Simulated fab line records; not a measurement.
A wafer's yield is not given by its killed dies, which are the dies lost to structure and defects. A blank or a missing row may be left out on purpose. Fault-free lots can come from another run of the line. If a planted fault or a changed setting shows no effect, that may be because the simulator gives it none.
Tool commonality check    flow sky130    Lots sampled 12, wafers sampled 36

## REASON IT WAS OPENED
SKY_LI_CONTACT_RS_MEAS_22, reading LI_CONTACT_W_RS: flagged on 2 of 12 lots. Wafers without a fault read 0.285 ohm/sq, standard deviation 0.0039.
Rule: a lot is flagged in two cases, either no wafer of it has a number, or all its wafers with numbers fall more than 4 standard deviations from that mean. The rest of the lots are taken to be sound.

lot   measured      on             LI_CONTACT_W_RS (ohm/sq), wafer by wafer  flag
L388  day 29 21:39  film_metro-03  0.290 0.285 0.280                         
L389  day 29 21:41  film_metro-01  0.289 0.282 0.287                         
L393  day 31 03:59  film_metro-01  0.286 0.289 0.278                         
L397  day 32 15:11  film_metro-04  0.289 0.287 0.284                         
L399  day 33 02:31  film_metro-01  0.254 0.248 0.247                         FLAGGED
L400  day 33 19:37  film_metro-01  0.289 0.285 0.286                         
L401  day 33 19:52  film_metro-04  0.250 0.258 0.260                         FLAGGED
L404  day 34 16:47  film_metro-03  0.283 0.283 0.285                         
L407  day 36 00:37  film_metro-01  0.287 0.291 0.292                         
L408  day 36 15:29  film_metro-04  0.284 0.287 0.286                         
L409  day 36 17:01  film_metro-01  0.286 0.281 0.283                         
L410  day 37 08:41  film_metro-01  0.283 0.283 0.287                         
The numbers of the flagged lots are 0.253 ohm/sq on average: -0.032 ohm/sq against the usual, or -8 standard deviations.

## WHICH TOOL EACH LOT WENT THROUGH
The record holds 1 process step before the reading, out of a route of 708 steps. Cell contents, in order: the tool; ch with the chambers the sampled wafers went through; the start.
lot   flag     SKY_LI_CONTACT_CVD_21
L388           cvd_w-02 ch 0,1, day 29 21:31
L389           cvd_w-01 ch 0,1, day 29 21:33
L393           cvd_w-02 ch 0,1, day 31 03:52
L397           cvd_w-02 ch 0,1, day 32 15:02
L399  FLAGGED  cvd_w-02 ch 0,1, day 33 02:23
L400           cvd_w-01 ch 1, day 33 19:28
L401  FLAGGED  cvd_w-02 ch 0,1, day 33 19:44
L404           cvd_w-01 ch 0,1, day 34 16:38
L407           cvd_w-01 ch 0,1, day 36 00:30
L408           cvd_w-01 ch 0,1, day 36 15:22
L409           cvd_w-02 ch 0,1, day 36 16:53
L410           cvd_w-02 ch 0,1, day 37 08:34
These steps, and what they do:
- SKY_LI_CONTACT_CVD_21: deposits W, target thk 400 nm, time 120.56 s.
- SKY_LI_CONTACT_RS_MEAS_22: measures by four-point-probe.

## FLAGGED AGAINST TOTAL, ONE TOOL AT A TIME (gauges that did the reading follow at the end)
step                       tool           lots run  flagged  share of the flagged lots  sound lots run after its first flagged lot
SKY_LI_CONTACT_CVD_21      cvd_w-01       5         0        none                       -
SKY_LI_CONTACT_CVD_21      cvd_w-02       7         2        all                        2 (L409,L410)
SKY_LI_CONTACT_RS_MEAS_22  film_metro-01  7         1        some                       4 (L400,L407,L409,L410)
SKY_LI_CONTACT_RS_MEAS_22  film_metro-03  2         0        none                       -
SKY_LI_CONTACT_RS_MEAS_22  film_metro-04  3         1        some                       1 (L408)

## THE TABLE: WHAT IT ALLOWS
All flagged lots share 1 row of the table, namely cvd_w-02 at SKY_LI_CONTACT_CVD_21.
- cvd_w-02 at SKY_LI_CONTACT_CVD_21: 2 of its 7 lots flagged. After the first flagged lot (L409, L410), sound lots still ran on it; a lasting fault on the whole tool would not permit that.
Every row of the table either missed a flagged lot or ran a sound lot after the first.

## WHAT WAS PUT IN BY THE SIMULATOR
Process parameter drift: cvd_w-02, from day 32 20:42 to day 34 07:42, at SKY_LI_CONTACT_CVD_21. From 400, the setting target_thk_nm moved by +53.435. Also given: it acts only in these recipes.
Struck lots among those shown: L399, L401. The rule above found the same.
